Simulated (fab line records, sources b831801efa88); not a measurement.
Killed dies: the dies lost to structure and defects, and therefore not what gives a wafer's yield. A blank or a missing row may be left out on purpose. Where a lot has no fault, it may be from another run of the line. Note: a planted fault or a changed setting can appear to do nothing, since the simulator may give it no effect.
Comparing a struck lot with a sound one | flow gf180mcu | 21 out of 602 route steps
Sound: wafers L779.3, L779.4, L779.6. The struck wafers were L793.1, L793.2, L793.5. The cause is named last.
For every step that has rows: the tool of each side, followed by ch and its chambers, followed by its first start. Under that, the readings that differ: sound wafers | struck wafers | difference of the means | sigmas: that difference in standard deviations of wafers without a fault.
alike: a reading whose means differ by less than 2 such deviations, as well as words and numbers matching on both sides. not compared: withheld readings; readings where some wafer has no value; bounds like >300 that might hide an equal value; numbers whose values overlap and for which the record gives no deviation.
Wherever a step has rows on one side only, a row that says differs or no value, or a row with sigmas, the two part there. Numbers that have no deviation but don't overlap get no sigmas and don't part them. A reading missing from all wafers of one side parts the sides only when that side holds two or more wafers.

GF_CONTACT_THK_MEAS_26: measures by xrf.
  struck on film_metro-02, day 21 19:44; sound on film_metro-02, day 16 12:37
  alike: CONTACT_W_THK
GF_CONTACT_CMP_27: polishes, stops on SiO2, t overpolish 15 s, target thk 0 nm.
  sound on cmp-01 ch 0,1,3, day 16 12:39; struck on cmp-02 ch 0,1, day 21 19:48
  reading                | sound          | struck         | difference | sigmas
  time_to_endpoint_s (s) | 64.4 67.4 69.5 | 78.6 70.6 74.8 | +7.6       | +3
  alike: motor_current_A, overpolish_run_s
GF_M1_SPUTTER_00: material Ti, target thk 37.5 nm, time 150 s.
  struck on pvd_sputter-02, day 21 20:06; sound on pvd_sputter-01, day 16 12:57
  alike: throttle_valve_pct
then, 1 step without rows for these wafers: GF_M1_SPUTTER_01 (material TiN, target thk 30 nm, time 25 s).
GF_M1_SPUTTER_02: material AlCu, target thk 450 nm, time 23.9 s.
  struck on pvd_sputter-02, day 21 20:14; sound on pvd_sputter-01, day 16 13:05
  alike: throttle_valve_pct
GF_M1_SPUTTER_03: material Ti, target thk 10 nm, time 6.7 s.
  struck on pvd_sputter-02, day 21 20:16; sound on pvd_sputter-01, day 16 13:07
  alike: throttle_valve_pct
GF_M1_SPUTTER_04: material TiN, target thk 50 nm, time 41.7 s.
  struck on pvd_sputter-02, day 21 20:17; sound on pvd_sputter-01, day 16 13:08
  alike: throttle_valve_pct
GF_M1_RS_MEAS_05: measurement is done with a four-point probe.
  struck on film_metro-04, day 21 20:19; sound on film_metro-01, day 16 13:13
  alike: M1_ALCU_RS
GF_M1_THK_MEAS_06: measures by xrf.
  struck on film_metro-04, day 21 20:26; sound on film_metro-01, day 16 13:19
  alike: M1_ALCU_THK
then, 3 steps without rows for these wafers: GF_M1_DEHYDRATE_07 (time 60 s); GF_M1_HMDS_08 (prime time 60 s); GF_M1_COAT_09 (resist thk 1000 nm).
GF_M1_SOFTBAKE_10: time 60 s.
  sound on litho_track-04 ch 0, day 17 00:19; struck on litho_track-03 ch 0, day 22 08:28
  reading                             | sound                | struck               | difference | sigmas
  heater_power_total_W (W)            | 93.04 93.08 92.99    | 107.24 107.24 107.39 | +14.25     | +99 or more
  plate_temp_C (C)                    | 129.75 129.88 130.04 | 145.09 145.14 145.11 | +15.22     | +99 or more
  model.KrF_of_M1_COAT_09.thk_nm (nm) | 997.9 997.1 996      | 983.2 987.5 985.2    | -11.7      |
then, 3 steps without rows for these wafers: GF_M1_EXPOSE_11 (exposes mask Metal1, target cd 230 nm); GF_M1_PEB_12 (peb time 90 s); GF_M1_DEVELOP_13 (develop time 60 s).
GF_M1_CD_MEAS_14: the cd target is 230 nm.
  struck on cd_sem-01, day 22 19:54; sound on cd_sem-01, day 17 11:57
  reading    | sound             | struck            | difference | sigmas
  cd_nm (nm) | 229.0 229.1 230.3 | 169.3 169.6 169.8 | -59.9      | -61
GF_M1_OVL_MEAS_15:
  struck on overlay-01, day 22 20:01; sound on overlay-01, day 17 12:02
  alike: M1_OVL
GF_M1_METAL_ETCH_16: etches the open film in Cl2/BCl3, stops on SiO2, target depth 627.5 nm, time 104.6 s.
  sound on rie_metal-04 ch 0,1, day 17 12:06; struck on rie_metal-03 ch 0,1, day 22 20:04
  reading                             | sound             | struck            | difference | sigmas
  drypump_motor_current_A (A)         | 5.9 6.7 6.7       | 4.8 5.2 4.8       | -1.5       | -2
  model.M1.cd_nm (nm)                 | 231.3 230.3 233.5 | 167.5 165.8 166   | -65.3      |
  model.KrF_of_M1_COAT_09.thk_nm (nm) | 730.3 733.3 731.2 | 716.2 717.8 716.2 | -14.9      |
  alike: mfc_cl2_sccm, oes_product_au, throttle_valve_pct
  not compared: rf_hours_counter_h
GF_M1_STRIP_17: strips in O2/N2.
  sound on plasma_asher-02 ch 0,1, day 17 12:13; struck on plasma_asher-04 ch 0,1, day 22 20:10
  reading                      | sound          | struck         | difference | sigmas
  strip_time_to_endpoint_s (s) | 7.83 7.86 7.84 | 7.70 7.71 7.68 | -0.15      | -4
  alike: drypump_motor_current_A, heater_power_w, oes_product_au
  not compared: rf_hours_counter_h
then, 1 step without rows for these wafers: GF_M1_STRIP_18 (strips in post etch residue remover, time 1200 s).

== WHERE THEY PART ==
Last at GF_M1_STRIP_17 as far as this record goes, first at GF_CONTACT_CMP_27.

WHY: the cause the simulator had injected
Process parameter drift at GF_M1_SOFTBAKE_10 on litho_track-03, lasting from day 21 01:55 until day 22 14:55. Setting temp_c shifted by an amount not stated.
